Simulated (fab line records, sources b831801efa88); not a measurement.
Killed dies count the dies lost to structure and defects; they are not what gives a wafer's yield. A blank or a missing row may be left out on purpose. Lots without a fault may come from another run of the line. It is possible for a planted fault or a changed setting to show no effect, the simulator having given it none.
Chamber matching    flow gf180mcu    cmp-02 running GF_V1_CMP_04: 4 sister chambers
The step polishes SiO2. 4 wafers are shown with their chamber, then 8 later ones without.

## WAFERS PAIRED WITH THEIR CHAMBERS
wafer   chamber  motor current A (A)
L490.1  0        12.5
L494.2  1        12.1
L494.6  3        12.5
L496.1  2        12.2

## WAFERS WHOSE CHAMBER IS MISSING
wafer   motor current A (A)
L496.2  12.8
L496.4  11.0
L501.1  11.8
L501.3  12.5
L501.5  12.2
L503.2  12.4
L503.3  12.3
L503.6  12.9

## CHAMBER TAKEN BY EACH
wafer   from the rows above                in truth
L496.2  can't be placed: 0 or 3 or 2 or 1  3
L496.4  can't be placed: 1 or 2 or 0 or 3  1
L501.1  can't be placed: 1 or 2 or 0 or 3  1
L501.3  can't be placed: 0 or 3 or 2 or 1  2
L501.5  can't be placed: 2 or 1 or 0 or 3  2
L503.2  can't be placed: 0 or 3 or 2 or 1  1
L503.3  can't be placed: 2 or 0 or 3 or 1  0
L503.6  can't be placed: 0 or 3 or 2 or 1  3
Correctly placed: 0 of 8. These rows do not allow placing 8 (true chamber among the candidates in 8). Placed wrongly: 0.
How it was worked out, from the rows above alone: a wafer's distance from a chamber is the root of the sum, over the readings, of the square of ((its reading less the chamber's mean) divided by the reading's scatter). The wafer belongs to the nearest chamber; if the next one is less than 2 further off, it can't be placed. A chamber's mean is the mean of its shown wafers. The scatter: root of mean squared gap, hidden wafer to nearest shown wafer, with one shown wafer a chamber.
